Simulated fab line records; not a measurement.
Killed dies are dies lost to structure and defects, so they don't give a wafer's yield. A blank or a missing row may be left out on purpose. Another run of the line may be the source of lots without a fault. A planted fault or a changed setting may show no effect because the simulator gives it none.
Problem report, 8D (eight disciplines) form, completed by code :: flow sky130 :: the parts of the form that need people (team, actions taken, sign-off) are left out

## 1. WHAT IS WRONG
Wafers free of any fault read 639 (standard deviation 3.1) for LDD_P_TW at SKY_LDD_P_TW_MEAS_11, against a mean of 562 on 9 wafers of 3 lots. That is -25 standard deviations from the usual mean.
First seen on wafer L215.2, day 24 09:22, on filmMetro-03. The record holds 36 wafers of 12 lots with a number at this step. By rule, "out" or "out of limits" means more than 4 standard deviations away from the usual mean. The other wafers with a number count as sound.

## 2. WHAT IT IS AND WHAT IT IS NOT
question: which readings at this step
is: LDD_P_TW
is not: -

question: which lots
is: L215, L216, L218
is not: L200, L203, L204, L207, L208, L211, L212, L221, L222

question: which wafers of those lots
is: all that have a number
is not: -

question: read on which gauges
is: filmMetro-02, filmMetro-03
is not: filmMetro-01

question: when
is: from day 24 09:22
is not: up to then (21 sound wafers); but 6 sound wafers of L221, L222 came after

## 3. WHAT RULES OUT EACH SUSPECT
Counting: a tool at a process step up to the reading stays a suspect if it ran every lot that is out and no sound lot after the first of them.
- the gauge at SKY_LDD_P_TW_MEAS_11 is ruled out. The wafers that are out were read on 2 gauges (filmMetro-02, filmMetro-03).
- implanter-03 at SKY_LDD_P_IMPLANT_09: kept. It ran every lot that is out, first L215 (day 24 09:08), and no sound lot after that; its last sound lot up to then is L212 (day 23 16:44).
The count leaves implanter-03 at SKY_LDD_P_IMPLANT_09.

## 4. THE CAUSE (what the simulator had put in)
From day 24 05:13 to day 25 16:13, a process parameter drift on implanter-03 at SKY_LDD_P_IMPLANT_09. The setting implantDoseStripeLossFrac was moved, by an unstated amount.
After counting, this tool was the only one left.

## 5. THE CHAIN OF EFFECTS, in route order
Each row: a reading where the mean over the struck wafers with a number is more than 3 standard deviations away from the usual. Readings are gone through only where the record gives a usual standard deviation; hours: the median, over the lots, of the time from a lot's start at the first step in this table giving one to that lot's start at this step; sigmas: the change measured in usual standard deviations.
hours: 0
step: SKY_LDD_P_TW_MEAS_11
reading: LDD_P_TW
usual: 639
on struck wafers: 562
change: -77
sigmas: -25

## 6. HOW IT WOULD HAVE BEEN CAUGHT EARLIER
4 hours passed between the start of the fault at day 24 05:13 and the first reading out of limits at a measuring or inspecting step in this record, taken at day 24 09:22.
Tool readings at SKY_LDD_P_IMPLANT_09 with a usual standard deviation given in the record: none out on any struck wafer, hence no alarm at a limit of 4 standard deviations on them.
Lots out: 3; of these, L216, L218 started SKY_LDD_P_IMPLANT_09 on implanter-03 after day 24 09:22. A hold on the tool at that time would have spared those 2.
